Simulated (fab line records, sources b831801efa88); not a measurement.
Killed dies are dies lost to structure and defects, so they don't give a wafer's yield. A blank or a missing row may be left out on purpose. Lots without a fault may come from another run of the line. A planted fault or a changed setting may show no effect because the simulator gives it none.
fab line records | flow sfq_line
record lots=14 wafers=42 last_day=94
route steps=325 shown I3@143 JJ@189 M5@206 A5B@209
lots that met no fault: from a run of the same line without faults
start_h: hours from the record's first day to the start of the lot's first wafer shown | wait_h: hours since the lot's step before | " the same as in the row above | L1.1+2: a row that stands for several wafers | - no value, or no start given | * or withheld: withheld | < > ~ a bound
route shown NAME@n: a module of which the file shows steps, and the number in the route of the first | usual: mean/standard deviation of fault-free wafers | same: alike in all rows | chamber/n: place in a boat | sites: the reading at each site | _std_site: their standard deviation | _edge_site: outer sites' mean less inner sites' | radius_mm: how far each site lies from the wafer's centre | mask NAME#n: copy n | behind: the tool/chamber that last shaped the wafer | hold: why the lot was held/for how many hours/how that ended | device: the transistor (n, p or np) that didn't switch | end of line: the same wafers' tests at the end of the route | a step without rows: its recipe alone | killed: dies lost to structure and defects at the first sort, not the wafer's yield | map: a wafer's dies, x killed, . not, _ none there
set.NAME: the setting as run; set.NAME@STEP: as run at that earlier step | model.NAME: the simulator's own value behind a step, which no gauge read
steps of the route over a sample of lots; a table a step, a row a wafer
services: from which hour (start_h, from the record's first day; less than 0 if before it) a tool's chamber was out of use, for how many hours, and why
## steps
# step SFQ_I3_OVL_MEAS_923
# usual I3_OVL=2/5.2
# columns lot.wafer tool chamber start_h wait_h I3_OVL[nm]
L846.1 overlay-02 - 1033.38 0.1 -3
L846.5 " - " " 2
L846.6 " - " " 0
L847.1 overlay-02 - 1039.29 0.1 -9
L847.5 " - " " 2
L847.6 " - " " -3
L848.2 overlay-02 - 1192.72 0.1 -7
L848.3 " - " " 7
L848.4 " - " " -3
L849.1 overlay-01 - 1202.31 0.1 1
L849.2 " - " " 5
L849.5 " - " " 3
L850.1 overlay-02 - 1210.83 0.1 -4
L850.3 " - " " -2
L850.4 " - " " 5
L851.1 overlay-01 - 1221.63 0.1 -1
L851.4 " - " " 5
L851.6 " - " " -1
L852.3 overlay-02 - 1232.57 0.1 8
L852.4 " - " " 6
L852.6 " - " " 0
L854.4 overlay-01 - 1248.82 0.1 -4
L854.5 " - " " 4
L854.6 " - " " 10
L856.2 overlay-01 - 1260.81 0.1 -1
L856.5 " - " " 4
L856.6 " - " " 4
L857.1 overlay-02 - 1268.13 0.1 15
L857.3 " - " " 16
L857.4 " - " " 8
L860.4 overlay-02 - 1292.78 0.1 3
L860.5 " - " " 2
L860.6 " - " " -3
L862.1 overlay-01 - 1311.30 0.1 -5
L862.2 " - " " -8
L862.4 " - " " 0
L864.1 overlay-02 - 1333.19 0.1 0
L864.2 " - " " 3
L864.6 " - " " 6
L866.3 overlay-01 - 1354.16 0.1 -4
L866.5 " - " " -8
L866.6 " - " " -4
# step SFQ_TRILAYER_JJ_CE_LITHO_PEB_117
# recipe peb_temp_c=115 peb_time_s=60 resist=KrF
# usual resist_line_temp_C=23.00/0.1
# columns lot.wafer tool chamber start_h wait_h resist_line_temp_C
L846.1 litho_track-02 0 1206.61 1.0 22.92
L846.5 " 0 " " 23.02
L846.6 " 0 " " 23.02
L847.1 litho_track-03 0 1208.56 1.0 23.10
L847.5 " 0 " " 23.23
L847.6 " 0 " " 22.95
L848.2 litho_track-04 0 1215.78 0.8 23.02
L848.3 " 0 " " 23.09
L848.4 " 0 " " 22.97
L849.1 litho_track-04 0 1226.06 1.0 22.85
L849.2 " 0 " " 22.88
L849.5 " 0 " " 23.00
L850.1 litho_track-02 0 1230.06 1.0 22.92
L850.3 " 0 " " 23.05
L850.4 " 0 " " 22.95
L851.1 litho_track-02 0 1242.50 1.0 23.13
L851.4 " 0 " " 23.07
L851.6 " 0 " " 23.04
L852.3 litho_track-02 0 1271.90 0.7 22.81
L852.4 " 0 " " 23.03
L852.6 " 0 " " 22.84
L854.4 litho_track-04 0 1408.39 0.5 22.85
L854.5 " 0 " " 22.88
L854.6 " 0 " " 22.90
L856.2 litho_track-02 0 1416.74 0.8 23.26
L856.5 " 0 " " 23.23
L856.6 " 0 " " 23.02
L857.1 litho_track-02 0 1419.11 1.0 23.12
L857.3 " 0 " " 22.99
L857.4 " 0 " " 22.96
L860.4 litho_track-03 0 1570.03 0.5 23.06
L860.5 " 0 " " 22.87
L860.6 " 0 " " 22.98
L862.1 litho_track-02 0 1579.43 1.0 23.20
L862.2 " 0 " " 23.05
L862.4 " 0 " " 23.13
L864.1 litho_track-04 0 1603.45 1.0 22.89
L864.2 " 0 " " 23.04
L864.6 " 0 " " 22.96
L866.3 litho_track-04 0 1634.78 0.7 22.95
L866.5 " 0 " " 22.90
L866.6 " 0 " " 23.00
# step SFQ_TRILAYER_JJ_CE_METRO_MEASURE_117
# usual cd_nm=700.1/1.3
# columns lot.wafer tool chamber start_h wait_h cd_nm
L846.1 cd_sem-02 - 1206.95 0.0 701.7
L846.5 " - " " 701.5
L846.6 " - " " 701.9
L847.1 cd_sem-01 - 1208.90 0.0 698.5
L847.5 " - " " 699.6
L847.6 " - " " 699.2
L848.2 cd_sem-02 - 1216.30 0.2 700.1
L848.3 " - " " 699.2
L848.4 " - " " 700.7
L849.1 cd_sem-01 - 1226.40 0.0 697.9
L849.2 " - " " 700.1
L849.5 " - " " 698.2
L850.1 cd_sem-02 - 1230.39 0.0 701.5
L850.3 " - " " 701.0
L850.4 " - " " 701.1
L851.1 cd_sem-01 - 1242.84 0.0 701.2
L851.4 " - " " 700.6
L851.6 " - " " 702.0
L852.3 cd_sem-02 - 1272.58 0.4 700.1
L852.4 " - " " 699.0
L852.6 " - " " 699.7
L854.4 cd_sem-02 - 1409.25 0.6 700.5
L854.5 " - " " 699.9
L854.6 " - " " 700.3
L856.2 cd_sem-02 - 1417.25 0.2 700.5
L856.5 " - " " 700.4
L856.6 " - " " 699.7
L857.1 cd_sem-01 - 1419.45 0.0 698.9
L857.3 " - " " 698.5
L857.4 " - " " 699.1
L860.4 cd_sem-01 - 1570.89 0.6 699.9
L860.5 " - " " 698.6
L860.6 " - " " 698.9
L862.1 cd_sem-02 - 1579.77 0.0 702.1
L862.2 " - " " 701.6
L862.4 " - " " 702.4
L864.1 cd_sem-02 - 1603.79 0.0 675.4
L864.2 " - " " 676.1
L864.6 " - " " 675.9
L866.3 cd_sem-02 - 1635.46 0.4 676.3
L866.5 " - " " 674.9
L866.6 " - " " 676.6
# step SFQ_TRILAYER_M5_ETCH_METAL_ETCH_126
# recipe target=Nb stop_on=SiO2 mask_material=PR over_etch_frac=0.15 time_s=203.2 chemistry=Cl2/BCl3 target_depth_nm=265 icp_w=600 bias_w=80 pressure_mtorr=10
# usual drypump_motor_current_A=5.9/0.31 oes_product_au=0.728/0.006
# columns lot.wafer tool chamber start_h wait_h drypump_motor_current_A oes_product_au rf_hours_counter_h
L846.1 rie_metal-03 1 1340.47 0.0 5.8 0.730 68
L846.5 " 1 " " 5.8 0.726 -
L846.6 " 0 " " 6.3 0.731 -
L847.1 rie_metal-04 0 1344.20 0.0 5.7 0.739 30
L847.5 " 1 " " 6.4 0.732 -
L847.6 " 0 " " 5.7 0.736 -
L848.2 rie_metal-04 1 1352.60 0.0 6.4 0.723 119
L848.3 " 1 " " 6.4 0.716 -
L848.4 " 0 " " 5.7 0.727 -
L849.1 rie_metal-01 0 1359.92 0.0 5.6 0.730 101
L849.2 " 1 " " 5.9 0.727 13
L849.5 " 0 " " 5.6 0.731 -
L850.1 rie_metal-04 1 1368.32 0.0 6.4 0.716 121
L850.3 " 1 " " 6.4 0.727 -
L850.4 " 0 " " 5.7 0.730 -
L851.1 rie_metal-04 0 1379.44 0.0 5.7 0.727 35
L851.4 " 0 " " 5.7 0.728 -
L851.6 " 0 " " 5.7 0.739 -
L852.3 rie_metal-04 1 1393.55 0.1 6.4 0.747 -
L852.4 " 0 " " 5.7 0.732 -
L852.6 " 0 " " 5.7 0.732 -
L854.4 rie_metal-01 1 1414.77 0.1 5.9 0.720 -
L854.5 " 0 " " 5.6 0.722 -
L854.6 " 1 " " 5.9 0.724 -
L856.2 rie_metal-04 0 1422.10 0.0 5.7 0.732 44
L856.5 " 1 " " 6.4 0.726 -
L856.6 " 0 " " 5.7 0.722 -
L857.1 rie_metal-04 0 1424.50 0.0 5.7 0.733 45
L857.3 " 0 " " 5.7 0.737 -
L857.4 " 1 " " 6.5 0.730 -
L860.4 rie_metal-01 1 1576.16 0.1 5.9 0.734 -
L860.5 " 0 " " 5.6 0.728 -
L860.6 " 1 " " 5.9 0.720 -
L862.1 rie_metal-01 1 1587.15 0.0 5.9 0.734 47
L862.2 " 0 " " 5.6 0.739 8
L862.4 " 0 " " 5.6 0.720 -
L864.1 rie_metal-01 1 1618.11 0.0 5.8 0.725 52
L864.2 " 0 " " 5.7 0.735 14
L864.6 " 0 " " 5.6 0.735 -
L866.3 rie_metal-04 0 1641.32 0.1 5.7 0.721 -
L866.5 " 0 " " 5.7 0.729 -
L866.6 " 1 " " 6.4 0.727 -
# step SFQ_TRILAYER_A5B_DEP_PECVD_129
# recipe material=SiO2 temp_c=150 time_s=133.33 pressure_torr=2.4 rf_w=183.3 precursor=SiH4/N2O target_thk_nm=600
# usual heater_power_w=86/17 throttle_valve_pct=24.2/1.3
# columns lot.wafer tool chamber start_h wait_h heater_power_w throttle_valve_pct
L846.1 pecvd-02 2 1341.44 0.0 98 23.5
L846.5 " 0 " " 82 22.9
L846.6 " 1 " " 69 22.5
L847.1 pecvd-01 1 1345.17 0.0 87 23.0
L847.5 " 0 " " 86 24.5
L847.6 " 2 " " 80 22.7
L848.2 pecvd-01 2 1353.57 0.0 75 22.7
L848.3 " 0 " " 81 24.7
L848.4 " 1 " " 92 22.8
L849.1 pecvd-04 1 1360.89 0.0 122 24.3
L849.2 " 0 " " 75 26.2
L849.5 " 0 " " 77 26.0
L850.1 pecvd-04 1 1369.29 0.0 132 24.4
L850.3 " 0 " " 82 25.7
L850.4 " 2 " " 86 25.3
L851.1 pecvd-02 0 1380.41 0.0 80 23.2
L851.4 " 2 " " 87 23.6
L851.6 " 0 " " 83 23.1
L852.3 pecvd-02 1 1394.70 0.0 68 22.4
L852.4 " 0 " " 73 23.2
L852.6 " 2 " " 90 23.6
L854.4 pecvd-04 0 1415.72 0.0 75 25.8
L854.5 " 1 " " 131 24.5
L854.6 " 2 " " 92 25.3
L856.2 pecvd-01 1 1423.07 0.0 93 22.8
L856.5 " 1 " " 96 22.8
L856.6 " 2 " " 80 22.6
L857.1 pecvd-02 2 1425.47 0.0 80 23.6
L857.3 " 0 " " 84 23.2
L857.4 " 0 " " 85 23.4
L860.4 pecvd-01 0 1577.11 0.0 88 25.7
L860.5 " 2 " " 81 23.0
L860.6 " 1 " " 78 23.2
L862.1 pecvd-02 1 1588.12 0.0 66 23.1
L862.2 " 0 " " 88 24.0
L862.4 " 0 " " 74 24.2
L864.1 pecvd-01 0 1619.08 0.0 83 25.8
L864.2 " 2 " " 76 23.1
L864.6 " 2 " " 78 22.9
L866.3 pecvd-04 1 1642.23 0.0 130 24.7
L866.5 " 1 " " 132 25.1
L866.6 " 0 " " 69 26.8
## services
# columns tool chamber start_h hours kind
pecvd-02 - 1193.00 2.8 pm
pecvd-02 0 1197.62 6.2 repair
pecvd-01 0 1222.04 4.9 repair
rie_metal-01 - 1233.49 2.8 pm
rie_metal-04 1 1249.74 12.6 repair
pecvd-02 - 1258.28 1.6 repair
cd_sem-02 - 1279.57 1.3 pm
rie_metal-01 - 1285.56 14.6 repair
cd_sem-01 - 1305.42 0.5 pm
cd_sem-02 - 1306.32 0.9 pm
cd_sem-02 - 1313.46 0.6 pm
rie_metal-04 - 1315.15 28.1 pm
pecvd-02 - 1316.75 14.0 pm
cd_sem-02 - 1319.84 1.0 pm
cd_sem-01 - 1346.91 1.2 pm
cd_sem-01 - 1360.58 0.9 pm
cd_sem-01 - 1361.50 0.9 pm
cd_sem-02 - 1490.32 0.3 pm
cd_sem-02 - 1497.46 0.3 pm
cd_sem-02 - 1503.84 1.3 pm
cd_sem-02 - 1549.57 0.4 pm
cd_sem-02 - 1554.00 8.1 pm
rie_metal-04 - 1571.34 14.6 pm
rie_metal-04 0 1598.16 22.3 repair
## key
first_sign step=SFQ_TRILAYER_JJ_CE_METRO_MEASURE_117 reading=cd_nm direction=down sigmas=19 usual=700.1 struck=675.9
effect none on later readings
met_at SFQ_TRILAYER_JJ_CE_LITHO_PEB_117
struck_lots L864,L866
not_acting_at SFQ_I3_OVL_MEAS_923,SFQ_TRILAYER_M5_ETCH_METAL_ETCH_126,SFQ_TRILAYER_A5B_DEP_PECVD_129
onset_between 1408.39 1603.45
also_fits time
fault kind=process_parameter_drift tool=litho_track-04 chamber=- onset_h=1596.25 steps=SFQ_TRILAYER_JJ_CE_LITHO_PEB_117 channel=peb_time_s offset=* shape=step end_h=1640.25 acts_in=* stated=*
